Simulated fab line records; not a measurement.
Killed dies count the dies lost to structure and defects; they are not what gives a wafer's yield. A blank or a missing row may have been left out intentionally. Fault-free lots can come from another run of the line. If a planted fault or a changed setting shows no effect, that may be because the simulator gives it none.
Matching of chambers    flow sky130    cmp-02 running SKY_VIA1_CMP_02: 4 sister chambers
The step polishes SiO2. 4 wafers are shown with their chamber, then 11 later ones without.

## EACH WAFER AND ITS CHAMBER
wafer   chamber  motorCurrentA (A)
L087.3  2        11.0
L088.1  1        13.1
L088.5  3        12.1
L091.1  0        13.7

## WAFERS WHOSE CHAMBER IS MISSING
wafer   motorCurrentA (A)
L091.2  11.0
L091.4  13.4
L093.2  12.2
L093.4  11.1
L093.5  13.1
L092.2  13.6
L092.3  13.6
L092.4  12.3
L095.1  12.0
L095.5  11.5
L095.6  11.5

## THE CHAMBER EACH PASSED THROUGH
wafer    from the rows above       in truth
L091.2   2                         2
L091.4   can't be placed: 0 or 1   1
L093.2   3                         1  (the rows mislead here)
L093.4   2                         2
L093.5   1                         1
L092.2   can't be placed: 0 or 1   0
L092.3   can't be placed: 0 or 1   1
L092.4   3                         3
L095.1   3                         3
L095.5   can't be placed: 2 or 3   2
L095.6   can't be placed: 2 or 3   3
Correct placement for 5 of the 11. From these rows, 5 cannot be placed; in 5 the true chamber is one of the candidates. Placed wrongly: 1.
How it was worked out, from the rows above alone: a wafer's distance from a chamber is the root of the sum, over the readings, of the square of ((its reading less the chamber's mean) divided by the reading's scatter). The wafer belongs to the nearest chamber; if the next one is less than 2 further off, it can't be placed. The mean given for a chamber averages the wafers shown for that chamber. The scatter (one wafer shown for each chamber): square how far every hidden wafer sits from the nearest shown wafer, average those squares and take the square root.
